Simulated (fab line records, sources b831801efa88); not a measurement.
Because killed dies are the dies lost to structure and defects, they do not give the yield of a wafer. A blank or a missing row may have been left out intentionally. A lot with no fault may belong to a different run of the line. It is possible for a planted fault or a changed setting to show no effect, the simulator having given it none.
Comparing a struck lot with a sound one -- flow sky130 -- 17 out of 708 route steps
Sound: these wafers, L670.1, L670.2, L670.3. Wafers L675.1, L675.5, L675.6 were the ones struck. The cause comes at the end.
At each step with rows: each side's tool, then ch and its chambers, then its first start. Under that, the readings that differ: sound wafers -- struck wafers -- difference of the means -- sigmas: that difference in standard deviations of wafers without a fault.
alike: a reading whose means differ by less than 2 such deviations, as well as words and numbers matching on both sides. not compared: withheld readings; readings where some wafer has no value; bounds like >300 that might hide an equal value; numbers whose values overlap and for which the record gives no deviation.
A row with sigmas, a row that says differs or no value, or rows on one side alone: a step with any of these is where the two part. Numbers that have no deviation but don't overlap get no sigmas and don't part them. A reading missing from all wafers of one side parts the sides only when that side holds two or more wafers.

SKY_GATE_OXIDE_TW_MEAS_14:
  sound on film_metro-03, day 17 07:07; struck on film_metro-03, day 18 21:27
  alike: GATE_OXIDE_TW
then, 3 steps without rows for these wafers: SKY_GATE_OXIDE_CLEAN_15 (cleans in SC1/SC2, time 150 s); SKY_GATE_OXIDE_OXIDATION_16 (stabilise 600 s, purge 300 s, target thk 3.57 nm); SKY_POLY_GATE_CVD_00 (deposits poly-Si, target thk 180 nm, time 720 s).
SKY_POLY_GATE_THK_MEAS_01:
  sound on film_metro-04, day 17 16:58; struck on film_metro-01, day 19 01:37
  alike: POLY_GATE_CVD_00_THK
then, 7 steps without rows for these wafers: SKY_RES_PROTECT_DEHYDRATE_00 (time 60 s); SKY_RES_PROTECT_HMDS_01 (prime time 60 s); SKY_RES_PROTECT_COAT_02 (resist thk 1140 nm); SKY_RES_PROTECT_SOFTBAKE_03 (time 60 s); SKY_RES_PROTECT_EXPOSE_04 (exposes mask RPM, target cd 1270 nm); SKY_RES_PROTECT_PEB_05; SKY_RES_PROTECT_DEVELOP_06 (develop time 60 s).
SKY_POLY_GATE_IMPLANT_02:
  sound on implanter-03 ch 0, day 18 23:08; struck on implanter-03 ch 0, day 20 07:40
  alike: dose_ions_cm2
SKY_RES_PROTECT_STRIP_07: strips in O2/N2.
  sound on plasma_asher-04 ch 0,1, day 18 23:17; struck on plasma_asher-01 ch 0,1, day 20 07:49
reading,sound,struck,difference,sigmas
oes_product_au (a.u.),0.531 0.522 0.521,0.500 0.501 0.492,-0.027,-6
strip_time_to_endpoint_s (s),23.25 23.27 23.21,25.07 25.10 25.05,+1.83,+45
  alike: chamber_pressure_mTorr, drypump_motor_current_A
  not compared: rf_hours_counter_h
SKY_RES_PROTECT_TW_MEAS_08:
  sound on film_metro-03, day 18 23:23; struck on film_metro-02, day 20 07:55
reading,sound,struck,difference,sigmas
POLY_GATE_TW,4017 4009 4000,4178 4170 4157,+160,+6
then, 1 step without rows for these wafers: SKY_RES_PROTECT_CLEAN_09 (cleans in SC1/SC2, time 150 s).
SKY_PAD_OPEN_PROBE_99:
  the record has rows for the sound wafers here (prober-01, day 48 10:41) and none for the struck ones

WHERE THEY PART
At SKY_RES_PROTECT_STRIP_07 first; at SKY_PAD_OPEN_PROBE_99 last (within this record only).

WHY: what had been put in by the simulator
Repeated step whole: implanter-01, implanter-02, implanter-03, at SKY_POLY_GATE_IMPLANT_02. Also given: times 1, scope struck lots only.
